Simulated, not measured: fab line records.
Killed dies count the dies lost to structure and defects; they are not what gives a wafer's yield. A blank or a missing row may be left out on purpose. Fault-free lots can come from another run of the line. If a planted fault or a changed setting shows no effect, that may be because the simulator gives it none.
Which of the tools did it? ; flow sky130 ; Sampling: 13 lots, 39 wafers, 5 of 708 route steps

== WHAT THE GAUGES READ, wafer by wafer ==
SKY_NWELL_TW_MEAS_26.
lot;measured;on;NWELL_2_TW
L392;day 5 06:07;film_metro-02;496 490 493
L397;day 6 16:09;film_metro-04;493 494 491
L398;day 7 01:01;film_metro-02;492 493 494
L400;day 7 09:28;film_metro-04;485 489 487
L402;day 8 04:40;film_metro-02;498 496 494
L403;day 8 06:29;film_metro-02;500 499 498
L404;day 8 09:40;film_metro-02;499 496 497
L405;day 8 15:24;film_metro-02;496 497 491
L408;day 9 09:26;film_metro-02;492 492 493
L409;day 9 18:34;film_metro-03;491 495 495
L410;day 9 21:59;film_metro-04;491 493 492
L411;day 10 07:10;film_metro-02;492 490 494
L412;day 10 12:48;film_metro-02;494 495 494

SKY_NWELL_RS_MEAS_29: uses a four-point probe to measure.
lot;measured;on;NWELL_RS (ohm/sq)
L392;day 5 06:25;film_metro-02;625.6 624.6 624.3
L397;day 6 16:22;film_metro-02;623.7 623.4 624.0
L398;day 7 01:14;film_metro-04;622.3 624.5 623.9
L400;day 7 09:41;film_metro-02;624.5 623.9 623.1
L402;day 8 04:52;film_metro-03;623.4 623.5 625.6
L403;day 8 06:43;film_metro-04;627.2 627.1 626.2
L404;day 8 09:53;film_metro-02;624.3 623.5 624.9
L405;day 8 15:38;film_metro-02;624.5 622.6 623.8
L408;day 9 09:40;film_metro-02;626.1 624.9 622.4
L409;day 9 18:47;film_metro-02;624.0 621.3 622.3
L410;day 9 22:13;film_metro-04;621.4 623.0 622.1
L411;day 10 07:23;film_metro-04;618.4 620.0 618.6 618.8 620.0 617.7
L412;day 10 13:02;film_metro-03;618.1 615.9 617.9 616.1 617.8 617.7

SKY_POLY_CUT_CD_MEAS_08 targets a cd of 270 nm.
lot;measured;on;cd_nm (nm)
L392;day 24 04:00;cd_sem-02;271.9 271.7 271.2
L397;day 26 10:17;cd_sem-02;272.6 271.7 271.6
L398;day 26 18:51;cd_sem-01;270.8 270.1 269.0
L400;day 27 08:53;cd_sem-02;270.5 269.9 269.9
L402;day 28 05:44;cd_sem-02;268.8 269.9 269.0
L403;day 28 08:37;cd_sem-02;274.0 272.3 273.0
L404;day 28 18:55;cd_sem-02;268.7 268.2 268.4
L405;day 28 21:43;cd_sem-02;268.8 267.6 268.6
L408;day 29 22:32;cd_sem-01;271.4 272.5 272.1
L409;day 30 07:58;cd_sem-02;268.5 269.1 269.0
L410;day 30 13:06;cd_sem-01;272.5 272.6 271.6
L411;day 31 02:25;cd_sem-02;271.1 272.0 271.3
L412;day 31 10:22;cd_sem-02;272.1 270.4 271.0

SKY_SD_P_OVL_MEAS_08.
lot;measured;on;SD_P_OVL (nm)
L392;day 25 09:50;overlay-01;0.8 0.9 -1.3
L397;day 27 15:47;overlay-02;-2.4 0.0 1.6
L398;day 27 22:59;overlay-02;2.7 1.8 3.1
L400;day 28 13:25;overlay-02;1.2 1.9 0.9
L402;day 29 10:25;overlay-02;3.9 1.1 3.1
L403;day 29 13:17;overlay-02;3.4 0.2 1.9
L404;day 29 22:46;overlay-01;0.0 -1.6 1.3
L405;day 30 01:37;overlay-01;-0.9 1.0 1.1
L408;day 31 02:55;overlay-02;2.0 2.2 0.7
L409;day 31 11:02;overlay-02;1.3 0.9 2.7
L410;day 31 17:41;overlay-02;1.0 -0.6 2.1
L411;day 32 06:01;overlay-02;1.7 1.1 2.6
L412;day 32 12:52;overlay-02;1.2 1.0 -1.7

== TOOL THAT RAN EACH LOT (tool first, then ch and the chambers of the sampled wafers, then the start) ==
lot;SKY_NWELL_IMPLANT_11
L392;implanter-01 ch 0, day 4 12:25
L397;implanter-03 ch 0, day 5 21:24
L398;implanter-01 ch 0, day 6 05:17
L400;implanter-03 ch 0, day 6 13:36
L402;implanter-03 ch 0, day 7 07:43
L403;implanter-03 ch 0, day 7 09:22
L404;implanter-04 ch 0, day 7 12:43
L405;implanter-01 ch 0, day 7 18:29
L408;implanter-04 ch 0, day 8 11:55
L409;implanter-04 ch 0, day 8 20:25
L410;implanter-01 ch 0, day 9 00:28
L411;implanter-04 ch 0, day 9 08:49
L412;implanter-04 ch 0, day 9 14:34
- SKY_NWELL_IMPLANT_11

== WHAT THE TOOLS THEMSELVES READ (means of the sampled wafers that have a number; where no wafer has one, the mark that the record gives instead) ==
SKY_NWELL_IMPLANT_11.
lot;tool;dose_ions_cm2;end_station_pressure_torr (Torr)
L392;implanter-01;1.8975e+13;5.01e-06
L397;implanter-03;1.9018e+13;5.06e-06
L398;implanter-01;1.8990e+13;5.18e-06
L400;implanter-03;1.8993e+13;5.30e-06
L402;implanter-03;1.8990e+13;5.21e-06
L403;implanter-03;1.9017e+13;5.24e-06
L404;implanter-04;1.8988e+13;5.11e-06
L405;implanter-01;1.9020e+13;5.02e-06
L408;implanter-04;1.8989e+13;5.11e-06
L409;implanter-04;1.8997e+13;5.12e-06
L410;implanter-01;1.9004e+13;5.13e-06
L411;implanter-04;1.9488e+13;5.28e-06
L412;implanter-04;1.9465e+13;5.07e-06

== THE ANSWER, worked out from the rows above alone ==
Rule: the usual values come from the lots themselves. Put in order of their means at a reading, lots are off if they are a third of the lots or fewer, leave a main group of 4 or more, and stand apart from it by a gap of 3 or more times the standard deviation of the main group's means; of several such gaps the widest counts. Not used: any main group whose means are identical at the precision the tables above print for the reading. A lot without any number at a reading at which 4 lots or more have one is off too. Any other lot the step has rows for is counted as sound. First the gauges in route order, then the tools' own readings, where a lot's mean is used as printed above. The first step at which some lot is off is used, and at that step the reading that is off furthest; a lot without a number counts as furthest.
Off: L411, L412, at SKY_NWELL_IMPLANT_11 (dose_ions_cm2). For the main group the mean is 1.8998e+13 and the standard deviation 1.4e+10.
A tool fits if, at that step or a process step before it, it ran every lot that is off, and no sound lot after the first of them. One fits: implanter-04 at SKY_NWELL_IMPLANT_11. Its last sound lot is L409 (day 8 20:25), its first lot that is off L411 (day 9 08:49): a fault that began between those two fits.
The tool's own readings at SKY_NWELL_IMPLANT_11 bear it out: on the lots that are off they differ by more than 5 times the standard deviation of the sound lots' means. dose_ions_cm2 reads 1.9476e+13 there against 1.8998e+13 on the sound lots.

== WHAT THE SIMULATOR PUT IN ==
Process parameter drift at SKY_NWELL_IMPLANT_11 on implanter-04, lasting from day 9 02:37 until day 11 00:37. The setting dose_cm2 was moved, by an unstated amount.
Struck lots among those shown: L411, L412. This agrees with what the rule above found.
